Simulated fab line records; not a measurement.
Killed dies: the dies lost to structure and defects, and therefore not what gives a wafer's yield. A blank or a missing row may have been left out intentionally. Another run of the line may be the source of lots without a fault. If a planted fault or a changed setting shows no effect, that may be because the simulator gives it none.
Struck lot and sound lot, side by side	flow sky130	14 steps out of a route of 708
Sound: wafers L163.1, L163.2, L163.6. The struck wafers were L161.3, L161.5, L161.6. Last of all comes the cause.
For every step that has rows: the tool of each side, followed by ch and its chambers, followed by its first start. Under that, the readings that differ: sound wafers	struck wafers	difference of the means	sigmas: that difference in standard deviations of wafers without a fault.
alike: readings with means less than 2 such deviations apart, plus words and numbers identical on both sides. not compared: withheld readings, readings lacking a value on some wafer, bounds such as >300 that could conceal the same value, and numbers that have no deviation in the record and whose values overlap.
Wherever a step has rows on one side only, a row that says differs or no value, or a row with sigmas, the two part there. Non-overlapping numbers with no deviation appear without sigmas and do not part them. A reading that every wafer of one side lacks parts them only if that side has two wafers or more.

SKY_METAL5_STRIP_16: strips in O2/N2.
  sound on plasma_asher-02 ch 0,1, day 48 04:29; struck on plasma_asher-04 ch 0,1, day 47 21:53
  alike: chamber_pressure_mTorr, drypump_motor_current_A, oes_product_au, strip_time_to_endpoint_s
  not compared: rf_hours_counter_h
then, 3 steps without rows for these wafers: SKY_METAL5_STRIP_17 (strips in post etch residue remover, time 1200 s); SKY_METAL5_CLEAN_18 (cleans in IPA, time 180 s); SKY_METAL5_CLEAN_19 (cleans in O3/DIW).
SKY_PASSIVATION_CVD_00: deposits SiO2, target thk 90 nm.
  sound on pecvd-03 ch 1,2, day 48 05:07; struck on pecvd-01 ch 0,1,2, day 47 22:28
  alike: heater_power_w
SKY_PASSIVATION_THK_MEAS_01:
  sound on film_metro-02 at day 48 05:08; struck on film_metro-02 at day 47 22:31
  alike: PASSIVATION_CVD_00_THK
SKY_PASSIVATION_CVD_02: deposits Si3N4, target thk 540 nm.
  sound on pecvd-01 ch 0,1, day 48 05:12; struck on pecvd-03 ch 0,1,2, day 47 22:33
  alike: heater_power_w
SKY_PASSIVATION_THK_MEAS_03:
  sound on film_metro-02 at day 48 05:25; struck on film_metro-03 at day 47 22:47
  alike: PASSIVATION_CVD_02_THK
then, 4 steps without rows for these wafers: SKY_PASSIVATION_DEHYDRATE_04 (time 60 s); SKY_PASSIVATION_HMDS_05 (prime time 60 s); SKY_PASSIVATION_COAT_06 (resist thk 3000 nm); SKY_PASSIVATION_SOFTBAKE_07.
SKY_PASSIVATION_EXPOSE_08: exposes mask NSM, target cd 3000 nm.
  sound on iline_stepper-01 ch 0, day 48 14:59; struck on iline_stepper-02, day 48 08:24
  no value came back on the struck wafers for exposure_dose_mJ_cm2, focus_offset_nm (nm); on the sound wafers exposure_dose_mJ_cm2 reads 260.0 259.6 259.8
  alike: mask
next, for these wafers, 1 step has no rows: SKY_PASSIVATION_PEB_09.

## WHERE THEY PART
Within this record, at SKY_PASSIVATION_EXPOSE_08 only.

WHY: what had been put in by the simulator
Beginning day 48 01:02, the whole step at SKY_PASSIVATION_EXPOSE_08 was skipped on iline_stepper-02. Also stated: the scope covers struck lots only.
